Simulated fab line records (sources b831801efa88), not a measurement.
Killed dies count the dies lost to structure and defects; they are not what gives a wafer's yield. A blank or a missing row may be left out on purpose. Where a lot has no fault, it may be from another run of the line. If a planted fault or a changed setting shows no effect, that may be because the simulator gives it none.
Matching of chambers | flow sky130 | SKY_LI_CONTACT_CMP_24 on cmp-01: 4 sister chambers
The step polishes, stops on PSG, t overpolish 20 s, target thk 0 nm. 8 wafers are shown with their chamber, then 11 later ones without.

## WAFERS WITH THEIR CHAMBER
wafer  | chamber | motor-current-A (A) | time-to-endpoint-s (s)
L129.1 | 1       | 10.8                | 95
L129.5 | 0       | 11.9                | 96
L130.4 | 1       | 11.4                | 99
L131.2 | 2       | 12.1                | 103
L132.1 | 3       | 12.1                | 100
L132.2 | 2       | 13.0                | 102
L132.5 | 0       | 11.9                | 97
L136.3 | 3       | 11.6                | 95

## WAFERS WITH NO CHAMBER GIVEN
wafer  | motor-current-A (A) | time-to-endpoint-s (s)
L136.4 | 12.4                | 97
L136.6 | 11.2                | 94
L138.2 | 12.2                | 91
L138.4 | 13.0                | 95
L138.6 | 11.7                | 93
L139.1 | 12.7                | 99
L139.4 | 11.8                | 95
L139.6 | 11.9                | 96
L140.1 | 10.7                | 99
L140.2 | 12.4                | 102
L140.6 | 13.2                | 96

## EACH ONE'S CHAMBER
wafer  | from the rows above               | in truth
L136.4 | can't be placed: 0 or 3 or 2 or 1 | 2
L136.6 | can't be placed: 1 or 0 or 3      | 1
L138.2 | can't be placed: 0 or 3 or 1      | 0
L138.4 | can't be placed: 0 or 3 or 2 or 1 | 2
L138.6 | can't be placed: 0 or 3 or 1      | 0
L139.1 | can't be placed: 2 or 3 or 0      | 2
L139.4 | can't be placed: 0 or 3 or 1      | 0
L139.6 | can't be placed: 0 or 3 or 1      | 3
L140.1 | can't be placed: 1 or 3 or 0      | 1
L140.2 | can't be placed: 2 or 3           | 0
L140.6 | can't be placed: 0 or 2 or 3 or 1 | 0
0 of 11 placed correctly. Not placeable from these rows: 11 (in 10, the candidates include the true chamber). Placed wrongly: 0.
How it was worked out, from the rows above alone: a wafer's distance from a chamber is the root of the sum, over the readings, of the square of ((its reading less the chamber's mean) divided by the reading's scatter). The wafer belongs to the nearest chamber; if the next one is less than 2 further off, it can't be placed. A chamber's mean is the mean of its shown wafers. The scatter: the root of (the sum of the squares of (reading less its chamber's mean) over the shown wafers, divided by (wafers less chambers)).
